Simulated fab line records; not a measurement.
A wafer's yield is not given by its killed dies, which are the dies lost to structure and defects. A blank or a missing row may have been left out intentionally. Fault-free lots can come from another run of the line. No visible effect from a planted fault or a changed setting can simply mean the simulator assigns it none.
What tool caused it? / flow sky130 / Sampling: 9 lots, 27 wafers, 2 of 708 route steps

== WHAT THE GAUGES READ, wafer by wafer ==
SKY_VIA4_THK_MEAS_20: measures by xrf.
lot=L133; measured=day 42 15:05; on=film-metro-01; VIA4_W_THK (nm)=507 514 501
lot=L134; measured=day 43 16:55; on=film-metro-03; VIA4_W_THK (nm)=505 497 509
lot=L135; measured=day 43 17:05; on=film-metro-01; VIA4_W_THK (nm)=493 506 491
lot=L136; measured=day 43 17:31; on=film-metro-02; VIA4_W_THK (nm)=512 510 511
lot=L140; measured=day 45 04:50; on=film-metro-01; VIA4_W_THK (nm)=490 511 502
lot=L141; measured=day 45 09:03; on=film-metro-01; VIA4_W_THK (nm)=506 489 485
lot=L144; measured=day 45 12:03; on=film-metro-03; VIA4_W_THK (nm)=491 508 505
lot=L145; measured=day 46 00:05; on=film-metro-02; VIA4_W_THK (nm)=506 508 497
lot=L146; measured=day 46 10:01; on=film-metro-02; VIA4_W_THK (nm)=506 504 494

== EACH LOT AND THE TOOL THAT RAN IT (in order: tool; ch and the chambers of the sampled wafers; start) ==
lot=L133; SKY_FIELD_ISO_CVD_03=lpcvd-02 ch 0, day 1 11:41
lot=L134; SKY_FIELD_ISO_CVD_03=lpcvd-02 ch 1, day 2 09:05
lot=L135; SKY_FIELD_ISO_CVD_03=lpcvd-02 ch 1, day 2 09:05
lot=L136; SKY_FIELD_ISO_CVD_03=lpcvd-02 ch 1, day 2 09:05
lot=L140; SKY_FIELD_ISO_CVD_03=lpcvd-02 ch 1, day 3 00:53
lot=L141; SKY_FIELD_ISO_CVD_03=lpcvd-02 ch 1, day 3 04:56
lot=L144; SKY_FIELD_ISO_CVD_03=lpcvd-02 ch 1, day 3 20:02
lot=L145; SKY_FIELD_ISO_CVD_03=lpcvd-02 ch 1, day 4 00:45
lot=L146; SKY_FIELD_ISO_CVD_03=lpcvd-02 ch 1, day 4 08:02
- SKY_FIELD_ISO_CVD_03: deposits Si3N4 from DCS/NH3, target thk 165 nm, time 2830 s.

== WHAT THE TOOLS THEMSELVES READ (means of the sampled wafers that have a number; where no wafer has one, the mark that the record gives instead) ==
SKY_FIELD_ISO_CVD_03.
lot=L133; tool=lpcvd-02; susceptor-temp-C (C)=769.9
lot=L134; tool=lpcvd-02; susceptor-temp-C (C)=770.1
lot=L135; tool=lpcvd-02; susceptor-temp-C (C)=769.8
lot=L136; tool=lpcvd-02; susceptor-temp-C (C)=769.8
lot=L140; tool=lpcvd-02; susceptor-temp-C (C)=769.7
lot=L141; tool=lpcvd-02; susceptor-temp-C (C)=770.3
lot=L144; tool=lpcvd-02; susceptor-temp-C (C)=769.7
lot=L145; tool=lpcvd-02; susceptor-temp-C (C)=770.3
lot=L146; tool=lpcvd-02; susceptor-temp-C (C)=769.5

== THE ANSWER, worked out from the rows above alone ==
Rule: the usual values come from the lots themselves. Put in order of their means at a reading, lots are off if they are a third of the lots or fewer, leave a main group of 4 or more, and stand apart from it by a gap of 3 or more times the standard deviation of the main group's means; of several such gaps the widest counts. Not used: any main group whose means are identical at the precision the tables above print for the reading. A lot without any number at a reading at which 4 lots or more have one is off too. Where the step has rows for the other lots, those lots are counted as sound. Order of review: gauges by route order, followed by the tools' own readings, for which a lot's mean as printed above is used. At the first step where some lot is off, the reading lying furthest off is the one used; lots without a number count as furthest.
None of the lots is off at any reading shown; this tells nothing.

== WHAT WAS PUT IN BY THE SIMULATOR ==
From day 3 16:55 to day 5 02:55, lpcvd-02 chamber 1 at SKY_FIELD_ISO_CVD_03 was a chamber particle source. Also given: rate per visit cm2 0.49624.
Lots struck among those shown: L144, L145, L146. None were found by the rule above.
